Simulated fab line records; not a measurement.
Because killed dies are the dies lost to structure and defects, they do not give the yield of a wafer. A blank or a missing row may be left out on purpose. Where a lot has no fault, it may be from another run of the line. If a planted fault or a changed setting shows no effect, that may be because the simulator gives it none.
The same fault as seen by 2 desks / flow sky130 / numbers are kept per desk, each desk with only its own; the story behind them comes last

== METROLOGY DESK ==
What the gauges read, lot by lot, whatever tool the lot ran on: means of the sampled wafers that have a number. Marked OUT: a lot whose mean sits more than 4 standard deviations from the usual mean, which makes it out of limits; the brackets give that distance.
Columns: A = CONTACT_W_RS at SKY_CONTACT_RS_MEAS_25, usual 0.338 ohm/sq; B = CONTACT_W_THK at SKY_CONTACT_THK_MEAS_26, usual 340 nm
lot=L660; first seen here=day 31 14:36; A=0.340; B=336
lot=L661; first seen here=day 31 21:32; A=0.342; B=340
lot=L662; first seen here=day 31 22:00; A=0.336; B=338
lot=L663; first seen here=day 32 12:40; A=0.336; B=342
lot=L666; first seen here=day 33 22:40; A=0.337; B=339
lot=L664; first seen here=day 34 02:44; A=0.339; B=338
lot=L667; first seen here=day 34 07:59; A=0.337; B=346
lot=L668; first seen here=day 34 14:35; A=0.337; B=335
lot=L672; first seen here=day 35 16:31; A=0.340; B=336
lot=L676; first seen here=day 36 18:14; A=0.363 (+5.0) OUT; B=321
lot=L680; first seen here=day 38 01:23; A=0.339; B=343
lot=L679; first seen here=day 38 01:45; A=0.367 (+5.9) OUT; B=319
lot=L681; first seen here=day 38 20:23; A=0.337; B=338
lot=L682; first seen here=day 38 21:38; A=0.336; B=347
This desk finds L676, L679 out of limits, with the earliest case on L676 at day 36 18:14 (CONTACT_W_RS at SKY_CONTACT_RS_MEAS_25). In limits: L660, L661, L662, L663, L666, L664, L667, L668, L672, L680, L681, L682.

== THE TOOL OWNER'S DESK: cvd-w-01 ==
The tool's own readings at SKY_CONTACT_CVD_24 (deposits W, target thk 340 nm, time 102.12 s): means of the sampled wafers that have a number, for each lot that ran on this tool. Marked OUT: a lot whose mean sits more than 4 standard deviations from the usual mean, which makes it out of limits; the brackets give that distance.
Columns: A = chamber-pressure-Torr at SKY_CONTACT_CVD_24, usual 40.02 Torr; B = heater-power-w at SKY_CONTACT_CVD_24, usual 901 W
lot=L660; first seen here=day 31 14:29; A=40.01; B=850
lot=L661; first seen here=day 31 21:24; A=40.02; B=839
lot=L662; first seen here=day 31 21:52; A=39.96; B=830
lot=L666; first seen here=day 33 22:33; A=40.05; B=832
lot=L667; first seen here=day 34 07:51; A=40.01; B=856
lot=L668; first seen here=day 34 14:29; A=40.00; B=820
lot=L672; first seen here=day 35 16:25; A=40.05; B=851
lot=L676; first seen here=day 36 18:06; A=34.93 (-55) OUT; B=828
lot=L679; first seen here=day 38 01:38; A=35.03 (-54) OUT; B=844
This desk finds L676, L679 out of limits, L676 being first, at day 36 18:06 (chamber-pressure-Torr at SKY_CONTACT_CVD_24). In limits: L660, L661, L662, L666, L667, L668, L672.

== PUT TOGETHER ==
The tool owner's desk could have raised an alarm at day 36 18:06, on L676, L679.
Metrology desk: alarm possible at day 36 18:14 on L676, L679.
The lots listed all ran SKY_CONTACT_CVD_24 on cvd-w-01.

== WHAT THE SIMULATOR HAD PUT IN ==
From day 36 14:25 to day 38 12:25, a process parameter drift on cvd-w-01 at SKY_CONTACT_CVD_24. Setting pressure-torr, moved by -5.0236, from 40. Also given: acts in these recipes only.
Shown lots that were struck: L676, L679.
Fault start to first reading out of limits, in hours, per desk: tool owner, 4; metrology, 4.
